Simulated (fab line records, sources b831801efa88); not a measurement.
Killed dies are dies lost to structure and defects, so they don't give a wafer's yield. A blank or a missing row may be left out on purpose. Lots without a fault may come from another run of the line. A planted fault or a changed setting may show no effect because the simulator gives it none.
Chamber matching | flow gf180mcu | GF_HV_LDD_ETCHBACK_58 on rie_diel-01: 4 sister chambers
The step etches Si3N4 in CH3F/O2, stops on SiO2, time 100 s, target depth 90 nm. 4 wafers are shown with their chamber, then 8 later ones without.

WAFERS WITH THEIR CHAMBER
wafer  | chamber | drypump_motor_current_A (A)
L820.5 | 0       | 5.6
L823.4 | 3       | 5.7
L823.5 | 2       | 5.8
L826.5 | 1       | 6.3

WAFERS WITHOUT THEIR CHAMBER
wafer  | drypump_motor_current_A (A)
L826.6 | 5.8
L827.1 | 5.6
L827.2 | 6.3
L827.6 | 6.2
L828.1 | 5.6
L828.4 | 5.7
L829.2 | 5.6
L829.4 | 5.7

WHICH CHAMBER EACH WENT THROUGH
wafer  | from the rows above | in truth
L826.6 | 2                   | 2
L827.1 | 0                   | 0
L827.2 | 1                   | 1
L827.6 | 1                   | 1
L828.1 | 0                   | 0
L828.4 | 3                   | 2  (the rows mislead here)
L829.2 | 0                   | 0
L829.4 | 3                   | 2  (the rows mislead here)
Placed correctly: 6 of 8. Can't be placed from these rows: 0. Placed wrongly: 2.
How it was worked out, from the rows above alone: a wafer's distance from a chamber is the root of the sum, over the readings, of the square of ((its reading less the chamber's mean) divided by the reading's scatter). The wafer belongs to the nearest chamber; if the next one is less than 2 further off, it can't be placed. A chamber's mean is the mean of its shown wafers. The scatter: with one shown wafer a chamber, the root of the mean of the squares of how far each hidden wafer lies from its nearest shown one.
